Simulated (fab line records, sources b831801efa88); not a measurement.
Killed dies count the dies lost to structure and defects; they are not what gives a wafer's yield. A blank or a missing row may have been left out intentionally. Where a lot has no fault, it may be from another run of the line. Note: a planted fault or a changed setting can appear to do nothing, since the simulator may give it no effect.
2 desks looking at one fault + flow gf180mcu + numbers are kept per desk, each desk with only its own; the story behind them comes last

## DESK OF THE TOOL OWNER: plasma_asher-01
The tool's own readings at GF_M2_STRIP_17 (strips in O2/N2): means of the sampled wafers that have a number, for each lot that ran on this tool. If a lot's mean is further than 4 standard deviations from the usual mean, the lot is out of limits and carries the mark OUT (the distance appears in the brackets).
Columns: A = drypump_motor_current_A at GF_M2_STRIP_17, usual 5.59 A; B = heater_power_w at GF_M2_STRIP_17, usual 356 W; C = oes_product_au at GF_M2_STRIP_17, usual 0.558 a.u.; D = strip_time_to_endpoint_s at GF_M2_STRIP_17, usual 7.88 s
| lot  | first seen here | A    | B   | C     | D    |
|------|-----------------|------|-----|-------|------|
| L485 | day 20 10:38    | 5.31 | 377 | 0.554 | 7.85 |
| L489 | day 22 02:35    | 5.32 | 377 | 0.554 | 7.87 |
| L494 | day 23 15:30    | 5.37 | 380 | 0.561 | 7.93 |
| L497 | day 24 13:41    | 5.35 | 378 | 0.555 | 7.85 |
| L501 | day 25 16:58    | 5.31 | 379 | 0.559 | 7.91 |
| L502 | day 26 02:44    | 5.29 | 375 | 0.554 | 7.78 |
This desk's finding: nothing out of limits on any of the 6 lots.

## THE METROLOGY DESK
Means of the sampled wafers that have a number, per lot and without regard to the tool the lot ran on: this is what the gauges read. If a lot's mean is further than 4 standard deviations from the usual mean, the lot is out of limits and carries the mark OUT (the distance appears in the brackets).
Columns: A = V1_OVL at GF_V1_OVL_MEAS_15, usual -1 nm
| lot  | first seen here | A   |
|------|-----------------|-----|
| L482 | day 18 05:27    | 1   |
| L485 | day 19 08:56    | -3  |
| L486 | day 20 01:41    | -14 |
| L487 | day 20 13:41    | -2  |
| L489 | day 21 00:44    | 1   |
| L491 | day 21 18:14    | 8   |
| L492 | day 22 01:19    | -5  |
| L493 | day 22 07:38    | 3   |
| L494 | day 22 14:32    | -6  |
| L497 | day 23 14:07    | 8   |
| L500 | day 24 12:48    | 0   |
| L501 | day 24 18:20    | -2  |
| L502 | day 25 04:05    | -1  |
This desk's finding: nothing out of limits on any of the 13 lots.

## BROUGHT TOGETHER
Nothing out of limits was seen by the tool owner's desk.
Nothing out of limits was seen by the metrology desk.

## WHAT THE SIMULATOR PUT IN
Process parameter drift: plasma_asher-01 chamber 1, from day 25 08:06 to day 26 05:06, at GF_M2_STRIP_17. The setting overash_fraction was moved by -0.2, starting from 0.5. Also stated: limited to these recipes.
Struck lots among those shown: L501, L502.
